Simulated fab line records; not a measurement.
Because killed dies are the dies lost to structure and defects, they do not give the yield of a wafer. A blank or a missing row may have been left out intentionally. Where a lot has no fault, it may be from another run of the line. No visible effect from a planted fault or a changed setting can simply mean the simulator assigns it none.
Matching of chambers    flow gf180mcu    4 sister chambers for GF_STI_ETCH_13 on rie_diel-03
The step etches the open film in CHF3/O2, stops on Si, target depth 282.31 nm, time 112.9 s. 16 wafers are shown with their chamber, then 8 later ones without.

## WAFERS PAIRED WITH THEIR CHAMBERS
wafer   chamber  drypump_motor_current_A (A)  bias_w (W)  oes_product_au (a.u.)
L835.1  0        5.7                          201.3       0.840
L835.3  1        6.3                          199.4       0.837
L835.4  3        5.2                          200.0       0.839
L837.1  0        5.8                          201.0       0.831
L837.3  3        5.2                          199.7       0.832
L837.6  1        6.3                          199.4       0.833
L840.2  1        6.2                          199.4       0.832
L840.4  0        5.8                          199.6       0.845
L840.6  1        6.2                          199.9       0.834
L841.2  3        5.2                          200.7       0.836
L841.5  0        5.8                          200.1       0.841
L841.6  1        6.3                          200.4       0.833
L844.2  0        5.7                          199.2       0.837
L844.3  2        5.7                          199.5       0.831
L844.5  1        6.3                          199.5       0.843
L846.1  0        5.8                          199.8       0.829

SIGNATURES, as means of the wafers listed above
reading                  chamber 0  chamber 1  chamber 2  chamber 3  scatter within a chamber
drypump_motor_current_A  5.767      6.267      5.700      5.200      0.0471
bias_w                   200.167    199.667    199.500    200.133    0.628
oes_product_au           0.83717    0.83533    0.83100    0.83567    0.00499
Rule: for a wafer and a chamber, the distance is found by dividing, reading by reading, the gap between the wafer's reading and the chamber's mean by the reading's scatter, squaring, summing and taking the root. If the next closest chamber is less than 2 further off than the closest, the wafer can't be placed; otherwise it belongs to the closest. The scatter is the square root of a quotient: the sum, over the shown wafers, of each reading's squared deviation from its chamber's mean, divided by wafers minus chambers.

## WAFERS WITH NO CHAMBER GIVEN
wafer   drypump_motor_current_A (A)  bias_w (W)  oes_product_au (a.u.)
L846.3  5.7                          199.2       0.835
L846.5  6.3                          200.2       0.829
L848.2  5.7                          200.2       0.832
L848.4  6.2                          200.4       0.845
L848.6  5.8                          200.1       0.838
L856.1  5.7                          200.1       0.840
L856.2  5.2                          199.6       0.837
L856.6  6.3                          201.1       0.836

## WHICH CHAMBER EACH ONE RAN IN
wafer   from the rows above      in truth
L846.3  can't be placed: 2 or 0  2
L846.5  1                        1
L848.2  can't be placed: 2 or 0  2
L848.4  1                        1
L848.6  can't be placed: 0 or 2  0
L856.1  can't be placed: 0 or 2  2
L856.2  3                        3
L856.6  1                        1
Correct placement for 4 of the 8. Cannot be placed on the basis of these rows: 4; the candidates contain the true chamber in 4. Placed wrongly: 0.
